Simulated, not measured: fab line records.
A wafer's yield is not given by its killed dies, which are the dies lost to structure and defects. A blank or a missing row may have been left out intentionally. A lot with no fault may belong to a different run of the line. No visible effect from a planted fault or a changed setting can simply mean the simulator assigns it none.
fab line records	flow sky130
record lots=7	wafers=18	lastDay=49
route steps=708 shown PWDE@52 NWELL@56 PAD_OPEN@708
lots untouched by any fault: they come from a run of this same line in which no faults occurred
startH: start of the lot's first displayed wafer, in hours after the record's first day	waitH: how many hours have passed since the lot's step before this one	" identical to the entry in the row above	L1.1+2: a single row standing in for several wafers	- no value, or no start was given	* or withheld: withheld	< > ~ a bound
route shown NAME@n: NAME is a module with steps in the file, n the number in the route of the first one	usual: the fault-free wafers' mean and standard deviation	same: alike in all rows	chamber/n: place in a boat	sites: readings site by site	_std_site: their standard deviation	_edge_site: mean of outer sites minus mean of inner sites	radiusMm: for every site, how far away it sits from the centre of the wafer	mask NAME#n: copy n	behind: the most recent tool/chamber to have shaped the wafer	hold: why the lot was held/for how many hours/how that ended	device: which transistor (n, p or np) failed to switch	end of line: tests run on the same wafers once the route is complete	for a step that has no rows: nothing shown but its recipe	killed: the dies lost at the first sort to structure and to defects; this is not the yield of the wafer	map: shows each die of a wafer: x if killed, . if not, _ if none is there
set.NAME: the setting the step ran with; set.NAME@STEP: the setting that earlier step ran with	model.NAME: the simulator's own value behind a step, which no gauge read
lots at some steps of the route; a table a step, a row a wafer
services: from which hour (startH, from the record's first day; less than 0 if before it) a tool's chamber was out of use, for how many hours, and why
## steps
# step SKY_PWDE_OVL_MEAS_07
# usual PWDE_OVL=1.0/1.1
lot.wafer	tool	chamber	startH	waitH	PWDE_OVL[nm]
L859.1	overlay-02	-	69.47	-	-0.6
L859.2	"	-	"	"	1.0
L859.3	"	-	"	"	0.4
L860.2	overlay-01	-	74.78	-	1.1
L860.3	"	-	"	"	-0.4
L860.6	"	-	"	"	1.8
L868.4	overlay-01	-	119.94	-	2.7
L868.5	"	-	"	"	1.3
L868.6	"	-	"	"	0.5
L870.1	overlay-01	-	134.37	-	1.9
L870.5	"	-	"	"	1.1
L870.6	"	-	"	"	1.1
L874.1	overlay-01	-	153.62	-	0.4
L874.5	"	-	"	"	0.5
L875.1	overlay-02	-	159.95	-	1.4
L875.4	"	-	"	"	-0.6
L876.2	overlay-02	-	166.97	-	3.3
L876.5	"	-	"	"	1.6
# step SKY_PWDE_IMPLANT_08
# recipe species=B	energyKev=150	doseCm2=3.6e+12	tiltDeg=withheld
# step SKY_PWDE_STRIP_09
# recipe chemistry=O2/N2	powerW=1400	pressureMtorr=1500	platenTempC=withheld	o2FlowSccm=3000	n2FlowSccm=300	overashFraction=0.5
# usual drypumpMotorCurrentA=6.1/0.55	oesProductAu=0.723/0.0049	stripTimeToEndpointS=36.93/0.11
lot.wafer	tool	chamber	startH	waitH	drypumpMotorCurrentA	oesProductAu	rfHoursCounterH	stripTimeToEndpointS
L859.1	plasmaAsher-03	0	69.66	0.1	6.7	0.732	39	36.82
L859.2	"	1	"	"	5.9	0.725	39	36.88
L859.3	"	1	"	"	5.9	0.727	-	36.77
L860.2	plasmaAsher-03	0	74.96	0.1	6.7	0.724	40	36.98
L860.3	"	0	"	"	6.7	0.723	-	36.91
L860.6	"	1	"	"	5.9	0.724	-	36.92
L868.4	plasmaAsher-01	1	120.14	0.1	6.0	0.729	-	36.90
L868.5	"	1	"	"	6.0	0.718	-	36.80
L868.6	"	0	"	"	6.6	0.720	-	36.69
L870.1	plasmaAsher-04	0	134.56	0.1	5.0	0.730	32	37.06
L870.5	"	0	"	"	5.0	0.716	-	37.09
L870.6	"	1	"	"	5.3	0.735	-	37.05
L874.1	plasmaAsher-01	1	153.81	0.1	6.0	0.720	45	36.79
L874.5	"	1	"	"	6.0	0.719	-	36.88
L875.1	plasmaAsher-03	0	160.13	0.1	6.7	0.724	4	36.90
L875.4	"	0	"	"	6.7	0.726	-	36.91
L876.2	plasmaAsher-01	1	167.15	0.1	6.0	0.722	47	36.87
L876.5	"	1	"	"	6.0	0.728	-	36.87
# step SKY_PWDE_TW_MEAS_10
# usual PWDE_TW=375.0/2.5
lot.wafer	tool	chamber	startH	waitH	PWDE_TW
L859.1	filmMetro-03	-	69.76	0.1	370.9
L859.2	"	-	"	"	371.6
L859.3	"	-	"	"	370.5
L860.2	filmMetro-01	-	75.07	0.1	379.4
L860.3	"	-	"	"	379.6
L860.6	"	-	"	"	380.8
L868.4	filmMetro-02	-	120.24	0.1	374.2
L868.5	"	-	"	"	375.2
L868.6	"	-	"	"	375.0
L870.1	filmMetro-01	-	134.66	0.1	378.8
L870.5	"	-	"	"	380.9
L870.6	"	-	"	"	375.3
L874.1	filmMetro-02	-	153.91	0.1	376.3
L874.5	"	-	"	"	376.3
L875.1	filmMetro-03	-	160.23	0.1	375.4
L875.4	"	-	"	"	374.5
L876.2	filmMetro-01	-	167.26	0.1	375.9
L876.5	"	-	"	"	376.1
# step SKY_NWELL_DEHYDRATE_03
# recipe tempC=200	timeS=60
# step SKY_NWELL_HMDS_04
# recipe primeTimeS=60	primeTempC=120
# step SKY_NWELL_COAT_05
# recipe spinRpm=2000	resistThkNm=3000
# step SKY_NWELL_SOFTBAKE_06
# recipe tempC=110	timeS=withheld
# step SKY_NWELL_EXPOSE_07
# recipe maskId=NWM	na=0.6	sourceShape=conventional	sigmaOuter=0.6	polarization=unpolarized	targetCdNm=840	doseMj=255
# step SKY_NWELL_PEB_08
# recipe tempC=115	timeS=withheld
# step SKY_NWELL_DEVELOP_09
# recipe wallAngleDeg=90	developer=TMAH	developTimeS=60	devTempC=23
# step SKY_NWELL_OVL_MEAS_10
# usual NWELL_00_OVL=0.2/1.4
lot.wafer	tool	chamber	startH	waitH	NWELL_00_OVL[nm]
L859.1	overlay-02	-	85.75	-	-0.1
L859.2	"	-	"	"	0.8
L859.3	"	-	"	"	1.7
L860.2	overlay-01	-	91.48	-	2.1
L860.3	"	-	"	"	1.8
L860.6	"	-	"	"	-0.1
L868.4	overlay-02	-	139.65	-	1.4
L868.5	"	-	"	"	2.6
L868.6	"	-	"	"	1.8
L870.1	overlay-01	-	153.70	-	-1.4
L870.5	"	-	"	"	0.7
L870.6	"	-	"	"	-1.8
L874.1	overlay-01	-	173.30	-	-0.2
L874.5	"	-	"	"	-0.1
L875.1	overlay-01	-	179.97	-	0.5
L875.4	"	-	"	"	-1.0
L876.2	overlay-01	-	187.10	-	-1.2
L876.5	"	-	"	"	-0.8
# step SKY_NWELL_IMPLANT_11
# recipe species=P	energyKev=400	doseCm2=1.9e+13	tiltDeg=withheld
# usual beamOnS=9.98/0.2
lot.wafer	tool	chamber	startH	waitH	beamOnS
L859.1	implanter-03	0	85.78	0.0	9.83
L859.2	"	0	"	"	10.32
L859.3	"	0	"	"	10.04
L860.2	implanter-02	0	91.53	0.0	10.01
L860.3	"	0	"	"	9.91
L860.6	"	0	"	"	10.19
L868.4	implanter-04	0	139.74	0.1	9.84
L868.5	"	0	"	"	10.17
L868.6	"	0	"	"	10.07
L870.1	implanter-04	0	153.81	0.1	10.08
L870.5	"	0	"	"	9.90
L870.6	"	0	"	"	10.10
L874.1	implanter-02	0	173.33	0.0	10.34
L874.5	"	0	"	"	9.94
L875.1	implanter-02	0	180.00	0.0	9.83
L875.4	"	0	"	"	10.07
L876.2	implanter-02	0	187.16	0.0	10.01
L876.5	"	0	"	"	9.87
# step SKY_NWELL_IMPLANT_12
# recipe species=P	energyKev=120	doseCm2=1.3e+12	tiltDeg=withheld
# step SKY_NWELL_IMPLANT_13
# recipe species=P	energyKev=50	doseCm2=7e+11	tiltDeg=withheld
# step SKY_NWELL_STRIP_14
# recipe chemistry=O2/N2	powerW=1400	pressureMtorr=1500	platenTempC=withheld	o2FlowSccm=3000	n2FlowSccm=300	overashFraction=0.5
# usual drypumpMotorCurrentA=5.6/0.48	oesProductAu=0.723/0.0045	stripTimeToEndpointS=36.92/0.11
lot.wafer	tool	chamber	startH	waitH	drypumpMotorCurrentA	oesProductAu	rfHoursCounterH	stripTimeToEndpointS
L859.1	plasmaAsher-02	0	86.23	0.1	5.6	0.719	42	36.85
L859.2	"	1	"	"	5.4	0.717	42	37.06
L859.3	"	1	"	"	5.4	0.720	-	36.98
L860.2	plasmaAsher-02	0	91.96	0.1	5.6	0.721	42	36.97
L860.3	"	1	"	"	5.3	0.730	-	36.93
L860.6	"	1	"	"	5.4	0.727	-	36.93
L868.4	plasmaAsher-04	1	140.15	0.1	5.3	0.717	-	36.72
L868.5	"	0	"	"	5.0	0.721	-	36.83
L868.6	"	1	"	"	5.3	0.719	-	36.73
L870.1	plasmaAsher-01	1	154.26	0.1	6.0	0.717	45	36.86
L870.5	"	1	"	"	6.0	0.732	-	37.02
L870.6	"	0	"	"	6.6	0.723	-	37.02
L874.1	plasmaAsher-01	0	173.78	0.1	6.6	0.719	47	36.80
L874.5	"	0	"	"	6.6	0.734	-	36.86
L875.1	plasmaAsher-04	1	180.45	0.1	5.3	0.725	36	37.02
L875.4	"	0	"	"	5.0	0.718	-	37.03
L876.2	plasmaAsher-02	1	187.58	0.1	5.4	0.728	52	36.89
L876.5	"	1	"	"	5.3	0.727	-	36.89
# step SKY_NWELL_TW_MEAS_15
# usual NWELL_TW=1830/12
lot.wafer	tool	chamber	startH	waitH	NWELL_TW
L859.1	filmMetro-01	-	86.33	0.1	1862
L859.2	"	-	"	"	1866
L859.3	"	-	"	"	1857
L860.2	filmMetro-03	-	92.07	0.1	1805
L860.3	"	-	"	"	1805
L860.6	"	-	"	"	1804
L868.4	filmMetro-02	-	140.25	0.1	1812
L868.5	"	-	"	"	1827
L868.6	"	-	"	"	1824
L870.1	filmMetro-02	-	154.36	0.1	1825
L870.5	"	-	"	"	1830
L870.6	"	-	"	"	1826
L874.1	filmMetro-02	-	173.88	0.1	1664
L874.5	"	-	"	"	1672
L875.1	filmMetro-02	-	180.55	0.1	1676
L875.4	"	-	"	"	1827
L876.2	filmMetro-03	-	187.69	0.1	1832
L876.5	"	-	"	"	1672
# step SKY_NWELL_DEHYDRATE_16
# recipe tempC=200	timeS=60
# step SKY_NWELL_HMDS_17
# recipe primeTimeS=60	primeTempC=120
# step SKY_NWELL_COAT_18
# recipe spinRpm=2000	resistThkNm=3000
# step SKY_NWELL_SOFTBAKE_19
# recipe tempC=110	timeS=withheld
# step SKY_NWELL_EXPOSE_20
# recipe maskId=NWM_COMPLEMENT	na=0.6	sourceShape=conventional	sigmaOuter=0.6	polarization=unpolarized	targetCdNm=840	doseMj=260
# step SKY_NWELL_PEB_21
# recipe tempC=115	timeS=withheld
# step SKY_NWELL_DEVELOP_22
# recipe wallAngleDeg=90	developer=TMAH	developTimeS=60	devTempC=23
# step SKY_NWELL_OVL_MEAS_23
# usual NWELL_01_OVL=0.5/1.4
lot.wafer	tool	chamber	startH	waitH	NWELL_01_OVL[nm]
L859.1	overlay-01	-	103.62	-	-1.2
L859.2	"	-	"	"	-1.3
L859.3	"	-	"	"	-0.2
L860.2	overlay-01	-	109.54	-	-1.7
L860.3	"	-	"	"	-0.7
L860.6	"	-	"	"	-1.0
L868.4	overlay-02	-	159.62	-	2.4
L868.5	"	-	"	"	3.4
L868.6	"	-	"	"	3.3
L870.1	overlay-01	-	173.95	-	0.4
L870.5	"	-	"	"	1.0
L870.6	"	-	"	"	1.4
L874.1	overlay-02	-	193.50	-	0.7
L874.5	"	-	"	"	0.5
L875.1	overlay-01	-	201.05	-	1.4
L875.4	"	-	"	"	2.3
L876.2	overlay-01	-	208.25	-	-1.4
L876.5	"	-	"	"	0.0
# step SKY_NWELL_IMPLANT_24
# recipe species=B	energyKev=140	doseCm2=9.2e+12	tiltDeg=withheld
# step SKY_NWELL_STRIP_25
# recipe chemistry=O2/N2	powerW=1400	pressureMtorr=1500	platenTempC=withheld	o2FlowSccm=3000	n2FlowSccm=300	overashFraction=0.5
# usual drypumpMotorCurrentA=5.6/0.51	oesProductAu=0.722/0.0048	stripTimeToEndpointS=36.92/0.093
lot.wafer	tool	chamber	startH	waitH	drypumpMotorCurrentA	oesProductAu	rfHoursCounterH	stripTimeToEndpointS
L859.1	plasmaAsher-02	1	103.80	0.1	5.4	0.717	43	36.91
L859.2	"	0	"	"	5.6	0.725	43	37.12
L859.3	"	0	"	"	5.6	0.716	-	36.87
L860.2	plasmaAsher-04	1	109.72	0.1	5.3	0.725	29	36.96
L860.3	"	0	"	"	5.0	0.726	-	36.87
L860.6	"	1	"	"	5.3	0.723	-	36.93
L868.4	plasmaAsher-04	0	159.82	0.1	5.0	0.712	-	36.94
L868.5	"	1	"	"	5.3	0.723	-	36.83
L868.6	"	0	"	"	5.0	0.717	-	36.92
L870.1	plasmaAsher-02	1	174.13	0.1	5.4	0.724	51	36.92
L870.5	"	0	"	"	5.6	0.720	-	36.94
L870.6	"	1	"	"	5.4	0.724	-	36.76
L874.1	plasmaAsher-02	1	193.68	0.1	5.3	0.720	52	37.00
L874.5	"	0	"	"	5.6	0.721	-	36.89
L875.1	plasmaAsher-01	0	201.23	0.1	6.6	0.722	50	37.05
L875.4	"	0	"	"	6.6	0.727	-	37.00
L876.2	plasmaAsher-01	1	208.43	0.1	6.0	0.725	51	36.98
L876.5	"	1	"	"	6.0	0.723	-	36.96
# step SKY_NWELL_TW_MEAS_26
# usual NWELL_2_TW=499.1/2.7
lot.wafer	tool	chamber	startH	waitH	NWELL_2_TW
L859.1	filmMetro-03	-	103.90	0.1	494.6
L859.2	"	-	"	"	493.6
L859.3	"	-	"	"	494.5
L860.2	filmMetro-01	-	109.83	0.1	498.5
L860.3	"	-	"	"	500.0
L860.6	"	-	"	"	500.2
L868.4	filmMetro-03	-	159.91	0.1	501.4
L868.5	"	-	"	"	498.4
L868.6	"	-	"	"	498.0
L870.1	filmMetro-01	-	174.23	0.1	504.8
L870.5	"	-	"	"	502.9
L870.6	"	-	"	"	504.0
L874.1	filmMetro-01	-	193.78	0.1	500.7
L874.5	"	-	"	"	501.8
L875.1	filmMetro-02	-	201.33	0.1	500.7
L875.4	"	-	"	"	501.5
L876.2	filmMetro-03	-	208.54	0.1	493.5
L876.5	"	-	"	"	495.9
# step SKY_NWELL_CLEAN_27
# recipe chemistry=SC1/SC2	mix=1:4:20	tempC=70	timeS=150	dry=n2Spin
# step SKY_NWELL_RTA_28
# recipe tempC=1050	timeS=30	idleTempC=650	rampUpCPerS=150	rampDownCPerS=90	ambient=N2
# usual lampPowerPct=25.31/0.051	wafer_temp_C_max=1054.9/1.1
lot.wafer	tool	chamber	startH	waitH	lampPowerPct	wafer_temp_C_max
L859.1	rtpAnneal-02	0	104.01	0.0	25.31	1054.9
L859.2	"	0	"	"	25.26	1054.3
L859.3	"	0	"	"	25.27	1054.1
L860.2	rtpAnneal-01	0	109.95	0.0	25.36	1057.4
L860.3	"	0	"	"	25.35	1053.7
L860.6	"	0	"	"	25.29	1054.1
L868.4	rtpAnneal-02	0	160.05	0.1	25.34	1054.6
L868.5	"	0	"	"	25.26	1053.4
L868.6	"	0	"	"	25.32	1054.8
L870.1	rtpAnneal-02	0	174.34	0.0	25.32	1054.4
L870.5	"	0	"	"	25.32	1055.7
L870.6	"	0	"	"	25.28	1055.2
L874.1	rtpAnneal-01	0	193.89	0.0	25.30	1054.4
L874.5	"	0	"	"	25.34	1054.5
L875.1	rtpAnneal-01	0	201.44	0.0	25.32	1053.1
L875.4	"	0	"	"	25.41	1054.9
L876.2	rtpAnneal-01	0	208.66	0.0	25.26	1056.0
L876.5	"	0	"	"	25.22	1057.7
# step SKY_NWELL_RS_MEAS_29
# recipe thkMeasGauge=four-point-probe
# usual NWELL_RS=624.8/1.5
lot.wafer	tool	chamber	startH	waitH	NWELL_RS[ohm/sq]
L859.1	filmMetro-01	-	104.12	0.1	623.4
L859.2	"	-	"	"	624.9
L859.3	"	-	"	"	623.1
L860.2	filmMetro-01	-	110.06	0.1	623.4
L860.3	"	-	"	"	626.5
L860.6	"	-	"	"	625.3
L868.4	filmMetro-02	-	160.16	0.1	623.7
L868.5	"	-	"	"	622.4
L868.6	"	-	"	"	623.6
L870.1	filmMetro-03	-	174.44	0.1	626.8
L870.5	"	-	"	"	626.3
L870.6	"	-	"	"	628.1
L874.1	filmMetro-03	-	194.09	0.2	735.3
L874.5	"	-	"	"	736.9
L875.1	filmMetro-01	-	201.54	0.1	732.2
L875.4	"	-	"	"	626.0
L876.2	filmMetro-02	-	208.76	0.1	626.7
L876.5	"	-	"	"	732.7
# step SKY_PAD_OPEN_PROBE_99
# usual killed_at_M0_to_M3=42/7.3	killed_at_M4_up=3.2/1.8	killedAtContacts=25/5.2	killedAtFrontEnd=15/4.6	killedAtOther=0.3/0.62	killedDies=85/9.9	killedOpen=46/7.1	killedShort=38/5.7
# same grossDies=492	killedAtBackSide=0
lot.wafer	tool	chamber	startH	waitH	killed_at_M0_to_M3	killed_at_M4_up	killedAtContacts	killedAtFrontEnd	killedAtOther	killedDies	killedOpen	killedShort	model.etest.nfet_16v.rOnOhmUm	model.etest.pfet_16v.rOnOhmUm	model.etest.resNwell.lineOhmUm	model.etest.resNwell.rsOhmSqRange	model.etest.resNwell.rsOhmSq	model.etest.resNwell.rsOhmSqRimLessCentre	model.etest.tip_p_5v.rsOhmSq	model.etest.resNwell.widthNm
L859.1	prober-01	-	1073.72	0.1	44	4	24	18	1	91	56	35	1.393e+04	1.53e+04	1194	18.51	990.1	-12.07	2876	833.6
L859.2	prober-01	-	1073.77	0.1	39	2	21	15	1	78	45	33	1.398e+04	1.505e+04	1195	27.13	978.5	-21.95	2858	827.5
L859.3	prober-01	-	1073.82	0.2	41	1	22	17	0	81	41	40	1.402e+04	1.516e+04	1193	19.12	994.7	-9.605	2875	830.5
L860.2	prober-02	-	1086.17	0.1	41	2	26	20	0	89	46	43	1.39e+04	1.582e+04	1194	21.55	1018	6.99	2888	850.8
L860.3	prober-02	-	1086.22	0.2	34	2	33	15	0	84	46	38	1.407e+04	1.545e+04	1170	20.75	993.8	-0.1225	2880	842.9
L860.6	prober-02	-	1086.37	0.2	38	2	25	16	0	81	48	33	1.394e+04	1.542e+04	1178	34.26	997	20.81	2901	845.6
L868.4	prober-01	-	1132.37	0.2	42	2	14	14	1	73	35	38	1.459e+04	1.547e+04	1084	19.49	923.6	11.39	2842	848.6
L868.5	prober-01	-	1132.42	0.2	40	2	27	13	0	82	44	38	1.434e+04	1.533e+04	1100	17.47	927.2	5.438	2878	836.9
L868.6	prober-01	-	1132.47	0.2	31	4	19	9	0	63	30	33	1.443e+04	1.536e+04	1100	23.39	925	-2.606	2863	838.9
L870.1	prober-01	-	1140.48	0.1	33	6	28	14	0	81	49	32	1.414e+04	1.519e+04	1078	20.7	913.9	-13.07	2876	850.1
L870.5	prober-01	-	1140.68	0.2	41	0	33	20	1	95	52	43	1.415e+04	1.51e+04	1080	11.48	919.5	-5.382	2866	842.9
L870.6	prober-01	-	1140.73	0.2	43	2	32	15	0	92	49	43	1.414e+04	1.511e+04	1061	30.47	908.2	-4.985	2870	849
L874.1	prober-01	-	1165.05	0.1	42	4	18	9	0	73	38	35	1.601e+04	1.45e+04	1693	420.6	1351	-213.7	2792	796.5
L874.5	prober-01	-	1165.25	0.2	49	1	28	7	0	85	50	35	1.594e+04	1.456e+04	1662	408.9	1331	-198.9	2787	799
L875.1	prober-02	-	1168.72	0.1	42	1	12	14	0	69	40	29	1.649e+04	1.495e+04	1605	388.8	1294	-171.9	2784	803.2
L875.4	prober-02	-	1168.87	0.2	29	5	32	7	0	73	38	35	1.414e+04	1.49e+04	1091	26.03	920.7	5.398	2877	834.8
L876.2	prober-01	-	1173.83	0.1	43	7	19	10	0	79	42	37	1.394e+04	1.512e+04	1128	22.01	944.7	7.119	2844	827.5
L876.5	prober-01	-	1173.98	0.2	34	1	25	16	0	76	43	33	1.622e+04	1.44e+04	1615	355.7	1281	-161.9	2726	788.6
# killed by level:class
L859.1 VIA2:geometricParticle:open=10 VIA1:geometricParticle:open=9 LI_CONTACT:geometricParticle:open=8 CONTACT:geometricParticle:open=8 CONTACT:geometricParticle:short=6 FIELD_ISO:geometricParticle:open=5 METAL1:geometricParticle:short=5 POLY_GATE:geometricParticle:open=4
L859.2 VIA1:geometricParticle:open=11 LI_CONTACT:geometricParticle:open=10 POLY_GATE:geometricParticle:open=6 VIA3:geometricParticle:open=6 METAL1:geometricParticle:short=6 LOCAL_INTERCONNECT:geometricParticle:short=5 FIELD_ISO:geometricParticle:short=4 VIA3:geometricParticle:short=4
L859.3 VIA1:geometricParticle:open=10 CONTACT:geometricParticle:open=9 METAL1:geometricParticle:short=7 VIA3:geometricParticle:open=6 LI_CONTACT:geometricParticle:open=5 METAL2:geometricParticle:short=5 FIELD_ISO:geometricParticle:short=4 LOCAL_INTERCONNECT:geometricParticle:short=4
L860.2 VIA1:geometricParticle:open=11 CONTACT:geometricParticle:open=9 CONTACT:geometricParticle:short=7 FIELD_ISO:geometricParticle:short=6 POLY_GATE:geometricParticle:short=5 VIA3:geometricParticle:open=5 METAL2:geometricParticle:short=5 METAL3:geometricParticle:short=5
L860.3 LI_CONTACT:geometricParticle:open=12 CONTACT:geometricParticle:open=11 VIA1:geometricParticle:open=9 CONTACT:geometricParticle:short=7 METAL1:geometricParticle:short=7 FIELD_ISO:geometricParticle:short=4 POLY_GATE:geometricParticle:short=4 POLY_GATE:geometricParticle:open=4
L860.6 VIA1:geometricParticle:open=10 CONTACT:geometricParticle:short=9 CONTACT:geometricParticle:open=8 VIA3:geometricParticle:open=8 METAL1:geometricParticle:short=6 LI_CONTACT:geometricParticle:open=4 LOCAL_INTERCONNECT:geometricParticle:short=4 FIELD_ISO:geometricParticle:open=3
L868.4 VIA3:geometricParticle:open=7 LI_CONTACT:geometricParticle:open=5 VIA1:geometricParticle:open=5 VIA1:geometricParticle:short=5 FIELD_ISO:geometricParticle:short=4 POLY_GATE:geometricParticle:open=4 METAL1:geometricParticle:short=4 METAL2:geometricParticle:short=4
L868.5 VIA1:geometricParticle:open=9 LI_CONTACT:geometricParticle:open=8 CONTACT:geometricParticle:open=7 VIA1:geometricParticle:short=6 VIA3:geometricParticle:open=6 POLY_GATE:geometricParticle:open=5 LI_CONTACT:geometricParticle:short=5 METAL1:geometricParticle:short=5
L868.6 CONTACT:geometricParticle:open=8 VIA1:geometricParticle:open=7 METAL1:geometricParticle:short=6 VIA1:geometricParticle:short=5 POLY_GATE:geometricParticle:short=4 LI_CONTACT:geometricParticle:open=4 METAL2:geometricParticle:short=4 LOCAL_INTERCONNECT:geometricParticle:short=3
L870.1 CONTACT:geometricParticle:open=11 FIELD_ISO:geometricParticle:open=6 VIA1:geometricParticle:open=6 LI_CONTACT:geometricParticle:short=6 VIA2:geometricParticle:open=6 LI_CONTACT:geometricParticle:open=5 METAL2:geometricParticle:short=5 POLY_GATE:geometricParticle:short=3
L870.5 CONTACT:geometricParticle:open=12 LI_CONTACT:geometricParticle:open=8 VIA1:geometricParticle:open=7 VIA2:geometricParticle:open=7 METAL1:geometricParticle:short=6 VIA1:geometricParticle:short=6 FIELD_ISO:geometricParticle:open=5 LOCAL_INTERCONNECT:geometricParticle:short=5
L870.6 LI_CONTACT:geometricParticle:open=10 VIA1:geometricParticle:open=10 LOCAL_INTERCONNECT:geometricParticle:short=7 CONTACT:geometricParticle:open=7 VIA2:geometricParticle:open=6 VIA3:geometricParticle:open=6 VIA1:geometricParticle:short=5 METAL2:geometricParticle:short=5
L874.1 VIA1:geometricParticle:open=12 CONTACT:geometricParticle:open=10 METAL2:geometricParticle:short=6 FIELD_ISO:geometricParticle:short=4 METAL1:geometricParticle:short=4 VIA1:geometricParticle:short=4 CONTACT:geometricParticle:short=3 VIA2:geometricParticle:open=3
L874.5 VIA1:geometricParticle:open=14 CONTACT:geometricParticle:open=10 VIA1:geometricParticle:short=9 LI_CONTACT:geometricParticle:open=8 VIA2:geometricParticle:open=7 LOCAL_INTERCONNECT:geometricParticle:short=5 METAL2:geometricParticle:short=4 VIA3:geometricParticle:open=4
L875.1 VIA1:geometricParticle:open=13 FIELD_ISO:geometricParticle:short=6 VIA3:geometricParticle:open=6 CONTACT:geometricParticle:open=5 METAL1:geometricParticle:short=5 VIA3:geometricParticle:short=5 FIELD_ISO:geometricParticle:open=4 VIA2:geometricParticle:open=4
L875.4 CONTACT:geometricParticle:open=11 LI_CONTACT:geometricParticle:open=8 VIA3:geometricParticle:open=7 LOCAL_INTERCONNECT:geometricParticle:short=6 CONTACT:geometricParticle:short=6 VIA2:geometricParticle:open=6 METAL4:geometricParticle:short=4 FIELD_ISO:geometricParticle:short=3
L876.2 VIA1:geometricParticle:open=11 CONTACT:geometricParticle:open=8 VIA3:geometricParticle:open=6 METAL4:geometricParticle:short=6 LI_CONTACT:geometricParticle:open=5 METAL1:geometricParticle:short=5 METAL2:geometricParticle:short=5 VIA1:geometricParticle:short=4
L876.5 CONTACT:geometricParticle:open=11 VIA1:geometricParticle:open=10 CONTACT:geometricParticle:short=6 VIA3:geometricParticle:open=5 VIA3:geometricParticle:short=5 FIELD_ISO:geometricParticle:short=4 POLY_GATE:geometricParticle:open=4 LI_CONTACT:geometricParticle:open=4
## services
tool	chamber	startH	hours	kind
plasmaAsher-04	-	54.10	0.7	repair
implanter-04	-	59.36	1.4	repair
implanter-02	-	63.30	12.8	pm
plasmaAsher-03	-	67.44	1.6	repair
plasmaAsher-01	-	68.85	14.6	pm
implanter-03	-	87.06	10.8	pm
implanter-02	-	103.00	5.0	pm
plasmaAsher-03	-	108.75	9.0	pm
plasmaAsher-03	0	108.75	9.0	ventCycle
plasmaAsher-03	1	108.75	9.0	ventCycle
plasmaAsher-03	0	117.75	-	clean
plasmaAsher-03	1	117.75	-	clean
implanter-04	-	122.67	2.4	pm
implanter-03	-	145.31	2.1	pm
plasmaAsher-03	-	167.15	4.1	repair
implanter-03	-	195.87	3.2	repair
## key
firstSign step=SKY_NWELL_TW_MEAS_15	reading=NWELL_TW	direction=down	sigmas=13	usual=1830	struck=1671
effect step=SKY_NWELL_RS_MEAS_29	reading=NWELL_RS	direction=up	sigmas=74	usual=624.8	struck=734.3
modelEffect step=SKY_PAD_OPEN_PROBE_99	value=etest.nfet_16v.rOnOhmUm	without=1.396e+04	struck=1.616e+04
metAt SKY_NWELL_IMPLANT_11
struckWafers L874.1,L874.5,L875.1,L876.5
testerLeftOut L874,L875,L876
onsetBetween 91.53 173.33
fault kind=processParameterDrift	tool=implanter-02	chamber=-	onsetH=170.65	steps=SKY_NWELL_IMPLANT_11	channel=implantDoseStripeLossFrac	offset=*	shape=step	endH=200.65	scope=struckWafersOnly
# testerLeftOut: of these lots the tester's yield and bins aren't shown, on N5 and GAA mostly nor the transistor test; their killed dies are dies lost to structure and defects alone, not to doping, threshold or leakage, so they don't give the yield
